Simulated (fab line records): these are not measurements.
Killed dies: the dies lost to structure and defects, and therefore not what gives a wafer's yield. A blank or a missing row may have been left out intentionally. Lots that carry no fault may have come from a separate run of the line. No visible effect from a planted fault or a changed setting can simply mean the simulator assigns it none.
Matching of chambers ; flow sky130 ; 4 sister chambers for SKY_LI_CONTACT_ETCH_15 on rie_diel-01
The step etches PSG in C4F8/O2/Ar, stops on Si, target depth 600 nm. 8 wafers are shown with their chamber, then 7 later ones without.

## WAFERS WITH THEIR CHAMBER
wafer;chamber;oes_product_au (a.u.);chamber_pressure_mTorr (mTorr)
L842.2;1;0.835;40.00
L843.3;2;0.835;40.00
L849.1;1;0.843;40.03
L849.2;2;0.826;40.04
L860.4;3;0.840;40.01
L860.6;0;0.838;39.97
L861.1;3;0.847;39.97
L861.5;0;0.841;40.00

## WAFERS WITHOUT THEIR CHAMBER
wafer;oes_product_au (a.u.);chamber_pressure_mTorr (mTorr)
L861.6;0.836;40.08
L863.3;0.835;39.95
L863.4;0.838;39.98
L863.5;0.840;39.94
L865.2;0.839;40.01
L865.5;0.839;39.99
L865.6;0.832;40.01

## CHAMBER TAKEN BY EACH
wafer;from the rows above;in truth
L861.6;can't be placed: 2 or 1 or 0 or 3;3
L863.3;can't be placed: 0 or 3 or 1 or 2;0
L863.4;can't be placed: 0 or 3 or 1 or 2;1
L863.5;can't be placed: 0 or 3 or 1 or 2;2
L865.2;can't be placed: 1 or 0 or 3 or 2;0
L865.5;can't be placed: 0 or 3 or 1 or 2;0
L865.6;can't be placed: 2 or 1 or 0 or 3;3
Placed correctly: 0 of 7. Unplaceable from these rows: 7, with the true chamber sitting among the candidates in 7. Wrongly placed: 0.
How it was worked out, from the rows above alone: a wafer's distance from a chamber is the root of the sum, over the readings, of the square of ((its reading less the chamber's mean) divided by the reading's scatter). If the next closest chamber is less than 2 further off than the closest, the wafer can't be placed; otherwise it belongs to the closest. For every chamber, the mean is computed from those of its wafers that are shown. How the scatter is found: for the shown wafers, subtract from each reading the mean of its chamber, square and add these, divide the total by (wafers less chambers), then take the root.
